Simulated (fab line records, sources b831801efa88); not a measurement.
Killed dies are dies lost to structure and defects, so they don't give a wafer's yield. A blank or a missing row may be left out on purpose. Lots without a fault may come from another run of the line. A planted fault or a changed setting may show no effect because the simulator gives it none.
Split-lot experiment | flow sfq_line | 5 lots, 27 wafers read, on a route of 325 steps

THE SPLIT
At SFQ_TRILAYER_M2_ETCH_METAL_ETCH_060 (etches Nb in Cl2/Ar, stops on SiO2, target depth 240 nm, time 120 s), the setting time_s was moved away from the recipe's 120 s on 12 of the 27 wafers read, by -42.4% to +55.2%. The other wafers ran this setting at the recipe's value.

The reading is taken at the split's own step.

THE READING
KrF_of_TRILAYER_M2_LITHO_COAT_057.thk_nm (the simulator's own value, which no gauge read), in nm, at SFQ_TRILAYER_M2_ETCH_METAL_ETCH_060 (etches Nb in Cl2/Ar, stops on SiO2, target depth 240 nm, time 120 s). The file gives no usual value for it. The 15 wafers here that ran the recipe average 387.0 nm, standard deviation 4 nm.

wafer  | tool, chamber at the split | time_s as run, s | against the recipe | KrF_of_TRILAYER_M2_LITHO_COAT_057.thk_nm, nm | against lot-mates on the recipe
L075.1 | rie_metal-03, 0            | 120              | recipe             | 391.5                                        | -
L075.2 | rie_metal-03, 1            | 120              | recipe             | 383.1                                        | -
L075.3 | rie_metal-03, 0            | 83.21            | -30.7%             | 433.3                                        | +46.8
L075.4 | rie_metal-03, 1            | 83.21            | -30.7%             | 429                                          | +42.5
L075.5 | rie_metal-03, 0            | 83.21            | -30.7%             | 432                                          | +45.5
L075.6 | rie_metal-03, 1            | 120              | recipe             | 385                                          | -
L076.3 | rie_metal-04, 0            | 120              | recipe             | 392.8                                        | -
L076.4 | rie_metal-04, 1            | 120              | recipe             | 389.1                                        | -
L076.5 | rie_metal-04, 1            | 120              | recipe             | 391                                          | -
L078.1 | rie_metal-02, 0            | 69.18            | -42.4%             | 445.1                                        | +61.1
L078.2 | rie_metal-02, 1            | 69.18            | -42.4%             | 447.7                                        | +63.7
L078.3 | rie_metal-02, 1            | 120              | recipe             | 386                                          | -
L078.4 | rie_metal-02, 0            | 120              | recipe             | 383.7                                        | -
L078.5 | rie_metal-02, 1            | 69.18            | -42.4%             | 449.2                                        | +65.2
L078.6 | rie_metal-02, 0            | 120              | recipe             | 382.4                                        | -
L080.1 | rie_metal-03, 0            | 120              | recipe             | 392.9                                        | -
L080.2 | rie_metal-03, 1            | 120              | recipe             | 384.9                                        | -
L080.3 | rie_metal-03, 1            | 178.9            | +49.1%             | 316.8                                        | -73.0
L080.4 | rie_metal-03, 0            | 120              | recipe             | 391.7                                        | -
L080.5 | rie_metal-03, 1            | 178.9            | +49.1%             | 314.5                                        | -75.3
L080.6 | rie_metal-03, 0            | 178.9            | +49.1%             | 324.5                                        | -65.3
L084.1 | rie_metal-03, 0            | 186.3            | +55.2%             | 311.8                                        | -71.9
L084.2 | rie_metal-03, 1            | 186.3            | +55.2%             | 302.7                                        | -81.0
L084.3 | rie_metal-03, 1            | 120              | recipe             | 381.7                                        | -
L084.4 | rie_metal-03, 0            | 120              | recipe             | 387.8                                        | -
L084.5 | rie_metal-03, 0            | 186.3            | +55.2%             | 308.1                                        | -75.6
L084.6 | rie_metal-03, 1            | 120              | recipe             | 381.6                                        | -

THE FIT
A straight line over all 27 wafers: KrF_of_TRILAYER_M2_LITHO_COAT_057.thk_nm changes by -1.42 nm for each +1% of time_s; r = -1.00; the points scatter about the line by 3.8 nm.
The same after taking each lot's own level away (the mean of its wafers on the recipe; 27 wafers): -1.44 nm for each +1%; r = -1.00; scatter 3.3 nm.
On that fit, the largest move of time_s shifts the reading by 79 nm.
The lots' own levels span 383.70 to 390.97 nm, that is 1.8 times the standard deviation above.
So the lot-to-lot level changes the slope little: the two slopes agree.
Check: with one of the wafers moved furthest among these (+55.2%) left out of the fit, the line predicts -80 nm for it against its lot-mates. It came out at -71.9 nm against them.
Tool readings at the split's step, against how far the setting was moved: oes_product_au r = -0.86.

OTHER SPLITS ON THESE WAFERS
These wafers also went through other splits before the reading. Each is held against what the fit with the lots' levels taken away leaves over:
other split on the same wafers                | wafers away from the commonest value | r with KrF_of_TRILAYER_M2_LITHO_COAT_057.thk_nm (lot level and that fit taken away)
SFQ_TRILAYER_INCOMING_OXIDATION_002 ox_time_s | 21                                   | +0.19
SFQ_TRILAYER_M0_DEP_SPUTTER_019 time_s        | 9                                    | -0.38
SFQ_TRILAYER_M1_DEP_SPUTTER_037 time_s        | 12                                   | +0.17
SFQ_TRILAYER_I1_DEP_PECVD_045 time_s          | 12                                   | -0.03

THE WHOLE CHAIN: every reading that the file lists as answering this split, in the file's order
step                                | what it does                                                        | reading                                                                                   | change (the file's fit)                                                              | r (the file's)
SFQ_TRILAYER_M2_ETCH_METAL_ETCH_060 | etches Nb in Cl2/Ar, stops on SiO2, target depth 240 nm, time 120 s | oes_product_au                                                                            | not straight: 0.999 at the lowest setting, 0.893 at the recipe, 0.855 at the highest | not given
SFQ_TRILAYER_M2_ETCH_METAL_ETCH_060 | etches Nb in Cl2/Ar, stops on SiO2, target depth 240 nm, time 120 s | SiO2_of_TRILAYER_I1_DEP_PECVD_045.thk_nm (the simulator's own value, which no gauge read) | not straight: 192.3 at the lowest setting, 192.4 at the recipe, 178.8 at the highest | not given
SFQ_TRILAYER_M2_ETCH_METAL_ETCH_060 | etches Nb in Cl2/Ar, stops on SiO2, target depth 240 nm, time 120 s | M2.feature_depth_nm (the simulator's own value, which no gauge read)                      | not straight: 138 at the lowest setting, 199.5 at the recipe, 214.2 at the highest   | not given
SFQ_TRILAYER_M2_ETCH_METAL_ETCH_060 | etches Nb in Cl2/Ar, stops on SiO2, target depth 240 nm, time 120 s | KrF_of_TRILAYER_M2_LITHO_COAT_057.thk_nm (the simulator's own value, which no gauge read) | -1.44 nm for each +1% of the setting                                                 | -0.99

THE FILE'S OWN FIT
KrF_of_TRILAYER_M2_LITHO_COAT_057.thk_nm changes by -1.44 nm for each +1% of time_s, r = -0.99.
